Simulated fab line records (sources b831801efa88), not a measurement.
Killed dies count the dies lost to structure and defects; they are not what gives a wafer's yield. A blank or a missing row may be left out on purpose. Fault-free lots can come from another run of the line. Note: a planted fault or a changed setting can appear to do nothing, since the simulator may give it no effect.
fab line records	flow sfq_line
record: lots: 13	wafers: 39	last_day: 93
route steps=325 shown L0V@26 M0@29 M7@283 I7@306
lots that met no fault: taken from a fault-free run of the same line
start_h: hours from the record's opening day to when the first of the lot's shown wafers began	wait_h: hours elapsed since this lot's preceding step	" repeats the value in the row above	L1.1+2: several wafers, shown together as one row	- either no value or no given start	* or withheld: withheld	< > ~ a bound
route shown NAME@n: a module of which the file shows steps, and the number in the route of the first	usual: mean and standard deviation over wafers with no fault	same: alike in all rows	chamber/n: place in a boat	sites: each site's reading	_std_site: standard deviation of those values	_edge_site: inner sites' mean taken away from outer sites' mean	radius_mm: for every site, how far away it sits from the centre of the wafer	mask NAME#n: copy n	behind: the tool/chamber that last shaped the wafer	hold: the reason the lot was held/the length of the hold in hours/how it ended	device: the n, p or np transistor that did not switch	end of line: tests of these same wafers at the route's end	for a step that has no rows: nothing shown but its recipe	killed: count of dies lost to structure and defects at first sort (not the wafer's yield)	map: shows each die of a wafer: x if killed, . if not, _ if none is there
set.NAME: the run value of the setting; set.NAME@STEP: its run value at that earlier step	model.NAME: the simulator's own value behind a step, which no gauge read
one table for each step of the route and one row for each wafer, over a sample of lots
services: a tool's chamber out of use, with start hour (start_h, from the record's first day; less than 0 if before it), hours out, and reason
== steps ==
step: SFQ_TRILAYER_L0_VIA_STRIP_STRIP_017
recipe: gas: O2	power_w: 200	platen_temp_c: 40	overash_fraction: 0.65	chemistry: O2	pressure_mtorr: 50
usual: drypump_motor_current_A: 6.0/0.31	he_backside_leak_sccm: 3.5/0.34	oes_product_au: 0.998/0.0084	platen_temp_c: 40.01/0.1
lot.wafer	tool	chamber	start_h	wait_h	drypump_motor_current_A	he_backside_leak_sccm	oes_product_au	platen_temp_c	rf_hours_counter_h
L236.2	rie_metal-04	1	157.98	-	6.2	3.5	0.992	39.98	68
L236.5	"	0	"	"	5.7	3.6	0.991	40.08	-
L236.6	"	1	"	"	6.3	3.5	1.001	39.82	-
L237.4	rie_metal-04	1	165.29	-	6.3	3.5	1.004	40.06	-
L237.5	"	0	"	"	5.7	3.5	0.977	40.10	-
L237.6	"	1	"	"	6.2	3.5	0.990	39.83	-
L239.1	rie_metal-02	1	179.04	-	6.8	3.6	1.016	40.16	8
L239.3	"	1	"	"	6.8	3.5	1.019	40.08	-
L239.4	"	0	"	"	6.4	3.6	1.004	39.97	-
L240.1	rie_metal-04	1	185.04	-	6.2	3.4	1.012	40.03	72
L240.2	"	0	"	"	5.6	3.4	0.995	40.06	132
L240.5	"	0	"	"	5.6	3.5	1.001	39.86	-
L241.1	rie_metal-04	0	187.44	-	5.6	3.4	0.989	40.05	132
L241.4	"	1	"	"	6.2	3.4	1.011	39.97	-
L241.5	"	1	"	"	6.2	3.5	1.008	40.06	-
L242.2	rie_metal-04	1	192.24	-	6.3	3.5	1.004	40.02	74
L242.3	"	0	"	"	5.7	3.4	0.984	39.83	-
L242.4	"	1	"	"	6.2	3.6	0.998	39.95	-
L243.2	rie_metal-01	0	205.44	-	5.8	3.7	0.998	40.07	10
L243.3	"	1	"	"	5.9	3.2	0.989	40.17	-
L243.5	"	0	"	"	5.8	3.4	1.002	40.08	-
L244.3	rie_metal-04	1	211.78	-	6.3	3.4	1.007	39.95	-
L244.4	"	0	"	"	5.6	3.5	0.993	39.93	-
L244.5	"	1	"	"	6.3	3.5	0.993	39.98	-
L245.2	rie_metal-01	1	213.98	-	5.9	3.5	1.007	39.89	102
L245.3	"	0	"	"	5.7	3.2	0.992	40.21	-
L245.4	"	1	"	"	5.9	3.4	0.989	39.84	-
L251.2	rie_metal-04	0	263.18	-	5.7	3.4	0.996	40.16	146
L251.3	"	0	"	"	5.7	3.4	0.996	40.04	-
L251.4	"	1	"	"	6.2	3.5	1.009	40.10	-
L252.4	rie_metal-01	0	274.18	-	5.8	3.4	0.994	39.98	-
L252.5	"	0	"	"	5.7	3.4	0.987	40.09	-
L252.6	"	1	"	"	6.0	3.7	0.984	40.07	-
L254.1	rie_metal-02	0	289.22	-	6.4	3.8	1.007	39.91	136
L254.2	"	1	"	"	6.8	3.4	1.012	40.05	25
L254.3	"	1	"	"	6.8	3.5	1.012	39.99	-
L255.1	rie_metal-04	0	297.62	-	5.7	3.5	0.991	39.82	151
L255.3	"	0	"	"	5.7	3.3	0.989	39.94	-
L255.6	"	0	"	"	5.7	3.3	0.989	40.05	-
step: SFQ_TRILAYER_M0_DEP_SPUTTER_019
recipe: material: Nb	base_pressure_pa: 1.33e-06	chamber_pressure_pa: 0.1333	substrate_temp_c: 20	resputter_cathode_voltage_v: 400	target_thk_nm: 200	power_w: 2000	time_s: 133.3
usual: chamber_pressure_pa: 0.1333/0.00024	throttle_valve_pct: 29.9/0.9
lot.wafer	tool	chamber	start_h	wait_h	chamber_pressure_pa	throttle_valve_pct
L236.2	pvd_sputter-05	-	158.78	0.0	0.13364	31.1
L236.5	"	-	"	"	0.1332	29.4
L236.6	"	-	"	"	0.13345	30.2
L237.4	pvd_sputter-06	-	165.91	0.0	0.13355	29.7
L237.5	"	-	"	"	0.13334	28.3
L237.6	"	-	"	"	0.13352	29.9
L239.1	pvd_sputter-05	-	179.84	0.0	0.13344	30.2
L239.3	"	-	"	"	0.13306	31.0
L239.4	"	-	"	"	0.13319	29.4
L240.1	pvd_sputter-04	-	186.02	0.0	0.13346	29.4
L240.2	"	-	"	"	0.13354	31.3
L240.5	"	-	"	"	0.13366	31.6
L241.1	pvd_sputter-06	-	188.24	0.0	0.1336	30.1
L241.4	"	-	"	"	0.13326	29.6
L241.5	"	-	"	"	0.13381	30.7
L242.2	pvd_sputter-06	-	193.04	0.0	0.13348	30.6
L242.3	"	-	"	"	0.13351	29.8
L242.4	"	-	"	"	0.13308	28.2
L243.2	pvd_sputter-04	-	206.24	0.0	0.13321	30.3
L243.3	"	-	"	"	0.13292	31.5
L243.5	"	-	"	"	0.13314	31.5
L244.3	pvd_sputter-06	-	212.40	0.0	0.13296	30.9
L244.4	"	-	"	"	0.13321	29.8
L244.5	"	-	"	"	0.1332	30.1
L245.2	pvd_sputter-05	-	214.80	0.0	0.13309	30.4
L245.3	"	-	"	"	0.13324	30.3
L245.4	"	-	"	"	0.13313	29.5
L251.2	pvd_sputter-04	-	263.98	0.0	0.1334	28.9
L251.3	"	-	"	"	0.13295	31.4
L251.4	"	-	"	"	0.13307	29.1
L252.4	pvd_sputter-05	-	274.84	0.0	0.1336	31.2
L252.5	"	-	"	"	0.13369	30.4
L252.6	"	-	"	"	0.13338	29.4
L254.1	pvd_sputter-05	-	290.02	0.0	0.13327	31.2
L254.2	"	-	"	"	0.13327	29.9
L254.3	"	-	"	"	0.13324	30.6
L255.1	pvd_sputter-04	-	298.42	0.0	0.13318	31.4
L255.3	"	-	"	"	0.13326	30.3
L255.6	"	-	"	"	0.1329	30.4
step: SFQ_M0_RS_MEAS_904
recipe: thk_meas_gauge: four-point-probe	reads: Nb_of_TRILAYER_M0_DEP_SPUTTER_019
usual: M0_NB_RS: 0.891/0.008
lot.wafer	tool	chamber	start_h	wait_h	M0_NB_RS[ohm/sq]
L236.2	film_metro-03	-	158.89	0.1	0.884
L236.5	"	-	"	"	0.879
L236.6	"	-	"	"	0.877
L237.4	film_metro-03	-	166.06	0.1	0.888
L237.5	"	-	"	"	0.888
L237.6	"	-	"	"	0.886
L239.1	film_metro-02	-	179.93	0.0	0.885
L239.3	"	-	"	"	0.897
L239.4	"	-	"	"	0.887
L240.1	film_metro-01	-	186.11	0.0	0.881
L240.2	"	-	"	"	0.883
L240.5	"	-	"	"	0.882
L241.1	film_metro-01	-	188.33	0.0	0.901
L241.4	"	-	"	"	0.892
L241.5	"	-	"	"	0.895
L242.2	film_metro-01	-	193.15	0.1	0.884
L242.3	"	-	"	"	0.886
L242.4	"	-	"	"	0.890
L243.2	film_metro-03	-	206.35	0.1	0.898
L243.3	"	-	"	"	0.895
L243.5	"	-	"	"	0.891
L244.3	film_metro-01	-	212.53	0.1	0.854
L244.4	"	-	"	"	0.887
L244.5	"	-	"	"	0.862
L245.2	film_metro-02	-	214.91	0.1	0.891
L245.3	"	-	"	"	0.885
L245.4	"	-	"	"	0.892
L251.2	film_metro-03	-	264.09	0.1	0.904
L251.3	"	-	"	"	0.904
L251.4	"	-	"	"	0.903
L252.4	film_metro-02	-	274.95	0.1	0.890
L252.5	"	-	"	"	0.881
L252.6	"	-	"	"	0.890
L254.1	film_metro-01	-	290.11	0.0	0.890
L254.2	"	-	"	"	0.881
L254.3	"	-	"	"	0.896
L255.1	film_metro-03	-	298.51	0.0	0.902
L255.3	"	-	"	"	0.891
L255.6	"	-	"	"	0.891
step: SFQ_TRILAYER_M0_ETCH_METAL_ETCH_024
recipe: target: Nb	stop_on: SiO2	mask_material: PR	chemistry: Cl2/Ar	target_depth_nm: 240	icp_w: 600	bias_w: 80	pressure_mtorr: 10	time_s: 120
usual: drypump_motor_current_A: 6.2/0.45	he_backside_leak_sccm: 3.5/0.34	oes_product_au: 0.893/0.0063
lot.wafer	tool	chamber	start_h	wait_h	drypump_motor_current_A	he_backside_leak_sccm	oes_product_au	rf_hours_counter_h
L236.2	rie_metal-04	1	241.56	0.0	6.3	3.5	0.898	82
L236.5	"	1	"	"	6.2	3.3	0.897	-
L236.6	"	0	"	"	5.7	3.5	0.907	-
L237.4	rie_metal-03	0	250.14	0.2	5.5	3.2	0.895	-
L237.5	"	0	"	"	5.4	3.4	0.885	-
L237.6	"	0	"	"	5.5	3.2	0.897	-
L239.1	rie_metal-03	1	272.76	0.0	6.3	3.1	0.890	27
L239.3	"	0	"	"	5.5	3.4	0.895	-
L239.4	"	1	"	"	6.3	3.2	0.896	-
L240.1	rie_metal-03	0	280.79	0.0	5.4	3.5	0.898	79
L240.2	"	1	"	"	6.3	3.1	0.894	28
L240.5	"	1	"	"	6.3	3.3	0.902	-
L241.1	rie_metal-02	1	285.59	0.0	6.8	3.5	0.878	25
L241.4	"	1	"	"	6.8	3.4	0.900	-
L241.5	"	0	"	"	6.4	3.9	0.894	-
L242.2	rie_metal-02	1	292.79	0.0	6.8	3.4	0.901	26
L242.3	"	0	"	"	6.4	3.6	0.888	-
L242.4	"	1	"	"	6.8	3.5	0.883	-
L243.2	rie_metal-04	1	301.19	0.0	6.2	3.4	0.891	92
L243.3	"	1	"	"	6.2	3.6	0.892	-
L243.5	"	0	"	"	5.7	3.5	0.889	-
L244.3	rie_metal-03	1	308.54	0.1	6.3	2.7	0.909	-
L244.4	"	1	"	"	6.3	2.9	0.896	-
L244.5	"	1	"	"	6.3	3.0	0.911	-
L245.2	rie_metal-02	0	310.79	0.0	6.4	3.7	0.890	139
L245.3	"	0	"	"	6.4	3.6	0.892	-
L245.4	"	1	"	"	6.8	3.3	0.892	-
L251.2	rie_metal-02	0	383.49	0.0	6.4	3.7	0.881	147
L251.3	"	1	"	"	6.8	3.4	0.880	-
L251.4	"	0	"	"	6.4	3.6	0.891	-
L252.4	rie_metal-03	0	397.93	0.1	5.4	3.3	0.896	-
L252.5	"	0	"	"	5.4	3.4	0.909	-
L252.6	"	1	"	"	6.3	3.0	0.902	-
L254.1	rie_metal-04	1	425.33	0.0	6.3	3.6	0.894	106
L254.2	"	0	"	"	5.7	3.5	0.893	166
L254.3	"	0	"	"	5.7	3.6	0.885	-
L255.1	rie_metal-04	1	441.86	0.0	6.3	3.6	0.886	109
L255.3	"	0	"	"	5.6	3.6	0.900	-
L255.6	"	1	"	"	6.3	3.5	0.892	-
step: SFQ_M7_RS_MEAS_943
recipe: thk_meas_gauge: four-point-probe	reads: Nb_of_TRILAYER_M7_DEP_SPUTTER_175
usual: M7_NB_RS: 0.886/0.0083
lot.wafer	tool	chamber	start_h	wait_h	M7_NB_RS[ohm/sq]
L236.2	film_metro-01	-	1826.08	0.1	0.881
L236.5	"	-	"	"	0.880
L236.6	"	-	"	"	0.878
L237.4	film_metro-01	-	1873.00	0.1	0.880
L237.5	"	-	"	"	0.877
L237.6	"	-	"	"	0.892
L239.1	film_metro-02	-	1880.14	0.0	0.882
L239.3	"	-	"	"	0.891
L239.4	"	-	"	"	0.896
L240.1	film_metro-04	-	1883.54	0.0	0.890
L240.2	"	-	"	"	0.878
L240.5	"	-	"	"	0.884
L241.1	film_metro-04	-	1884.94	0.0	0.890
L241.4	"	-	"	"	0.899
L241.5	"	-	"	"	0.892
L242.2	film_metro-01	-	1887.36	0.1	0.894
L242.3	"	-	"	"	0.882
L242.4	"	-	"	"	0.888
L243.2	film_metro-02	-	1888.36	0.1	0.885
L243.3	"	-	"	"	0.879
L243.5	"	-	"	"	0.889
L244.3	film_metro-02	-	1889.96	0.1	0.874
L244.4	"	-	"	"	0.888
L244.5	"	-	"	"	0.880
L245.2	film_metro-02	-	1891.69	0.1	0.884
L245.3	"	-	"	"	0.895
L245.4	"	-	"	"	0.889
L251.2	film_metro-02	-	1968.62	0.1	0.898
L251.3	"	-	"	"	0.892
L251.4	"	-	"	"	0.888
L252.4	film_metro-02	-	1972.27	0.1	0.888
L252.5	"	-	"	"	0.886
L252.6	"	-	"	"	0.879
L254.1	film_metro-04	-	1983.43	0.0	0.887
L254.2	"	-	"	"	0.895
L254.3	"	-	"	"	0.893
L255.1	film_metro-01	-	1988.83	0.0	0.862
L255.3	"	-	"	"	0.867
L255.6	"	-	"	"	0.863
step: SFQ_I7_OVL_MEAS_947
usual: I7_OVL: -3/5.9
lot.wafer	tool	chamber	start_h	wait_h	I7_OVL[nm]
L236.2	overlay-01	-	2008.56	0.1	4
L236.5	"	-	"	"	-1
L236.6	"	-	"	"	-4
L237.4	overlay-02	-	2044.57	0.1	3
L237.5	"	-	"	"	4
L237.6	"	-	"	"	2
L239.1	overlay-02	-	2055.36	0.1	-3
L239.3	"	-	"	"	-7
L239.4	"	-	"	"	1
L240.1	overlay-02	-	2056.56	0.1	2
L240.2	"	-	"	"	-5
L240.5	"	-	"	"	2
L241.1	overlay-01	-	2061.36	0.1	-4
L241.4	"	-	"	"	-8
L241.5	"	-	"	"	-6
L242.2	overlay-01	-	2063.76	0.1	2
L242.3	"	-	"	"	-3
L242.4	"	-	"	"	7
L243.2	overlay-01	-	2064.96	0.1	-2
L243.3	"	-	"	"	-4
L243.5	"	-	"	"	-6
L244.3	overlay-01	-	2067.37	0.1	0
L244.4	"	-	"	"	-11
L244.5	"	-	"	"	-3
L245.2	overlay-02	-	2071.96	0.1	3
L245.3	"	-	"	"	11
L245.4	"	-	"	"	10
L251.2	overlay-02	-	2128.15	0.1	6
L251.3	"	-	"	"	5
L251.4	"	-	"	"	10
L252.4	overlay-02	-	2131.76	0.1	-9
L252.5	"	-	"	"	-10
L252.6	"	-	"	"	-11
L254.1	overlay-02	-	2137.87	0.1	-17
L254.2	"	-	"	"	-16
L254.3	"	-	"	"	-17
L255.1	overlay-02	-	2151.07	0.1	6
L255.3	"	-	"	"	-2
L255.6	"	-	"	"	9
== services ==
tool	chamber	start_h	hours	kind
pvd_sputter-04	-	145.30	1.6	repair
pvd_sputter-06	-	154.71	1.1	repair
rie_metal-03	-	162.70	1.4	pm
rie_metal-04	-	165.69	2.8	pm
rie_metal-03	1	247.40	6.9	repair
pvd_sputter-06	-	265.71	9.9	repair
pvd_sputter-05	2	267.68	-	consumable_replace:kit
pvd_sputter-05	2	267.68	18.0	scheduled_down
pvd_sputter-05	2	267.68	18.0	vent_cycle
rie_metal-03	0	303.00	11.5	repair
rie_metal-01	1	308.43	3.1	repair
pvd_sputter-04	-	319.85	0.8	repair
pvd_sputter-04	-	380.56	4.3	repair
rie_metal-04	-	388.99	1.4	pm
pvd_sputter-06	-	398.62	2.3	repair
pvd_sputter-04	-	421.94	4.6	repair
pvd_sputter-04	-	429.73	4.9	repair
== key ==
first_sign: step: SFQ_M0_RS_MEAS_904	reading: M0_NB_RS	direction: down	sigmas: 4.1	usual: 0.891	struck: 0.858
effect: step: SFQ_TRILAYER_M0_ETCH_METAL_ETCH_024	reading: oes_product_au	direction: up	sigmas: 2.7	usual: 0.893	struck: 0.910
met_at SFQ_TRILAYER_M0_DEP_SPUTTER_019
struck_lots L244
struck_wafers L244.3,L244.5
not_acting_at SFQ_TRILAYER_L0_VIA_STRIP_STRIP_017,SFQ_M7_RS_MEAS_943,SFQ_I7_OVL_MEAS_947
onset_between 193.04 212.40
fault: kind: process_parameter_drift	tool: pvd_sputter-06	chamber: -	onset_h: 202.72	steps: SFQ_TRILAYER_M0_DEP_SPUTTER_019	channel: target_thk_nm	offset: 8.7663	shape: step	end_h: 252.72	scope: struck_wafers_only	acts_in: these_recipes_only	stated: 200
